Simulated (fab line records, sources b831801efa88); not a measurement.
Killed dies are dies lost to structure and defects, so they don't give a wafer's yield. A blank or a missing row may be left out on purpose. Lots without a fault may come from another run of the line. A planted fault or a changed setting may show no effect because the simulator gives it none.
Chamber matching | flow gf180mcu | GF_CONTACT_CMP_04 on cmp-01: 4 sister chambers
The step polishes SiO2. 4 wafers are shown with their chamber, then 7 later ones without.

WAFERS WITH THEIR CHAMBER
wafer  | chamber | motor_current_A (A)
L747.1 | 2       | 13.3
L749.6 | 1       | 12.2
L753.3 | 3       | 14.4
L753.5 | 0       | 11.4

WAFERS WITHOUT THEIR CHAMBER
wafer  | motor_current_A (A)
L753.6 | 11.7
L756.1 | 11.9
L756.3 | 13.8
L756.6 | 13.0
L758.1 | 14.9
L758.2 | 12.7
L758.4 | 12.7

WHICH CHAMBER EACH WENT THROUGH
wafer  | from the rows above          | in truth
L753.6 | can't be placed: 0 or 1      | 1
L756.1 | can't be placed: 1 or 0      | 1
L756.3 | can't be placed: 2 or 3      | 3
L756.6 | can't be placed: 2 or 1      | 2
L758.1 | 3                            | 3
L758.2 | can't be placed: 1 or 2 or 0 | 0
L758.4 | can't be placed: 1 or 2 or 0 | 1
Placed correctly: 1 of 7. Can't be placed from these rows: 6 (the true chamber is among the candidates in 6). Placed wrongly: 0.
How it was worked out, from the rows above alone: a wafer's distance from a chamber is the root of the sum, over the readings, of the square of ((its reading less the chamber's mean) divided by the reading's scatter). The wafer belongs to the nearest chamber; if the next one is less than 2 further off, it can't be placed. A chamber's mean is the mean of its shown wafers. The scatter: with one shown wafer a chamber, the root of the mean of the squares of how far each hidden wafer lies from its nearest shown one.
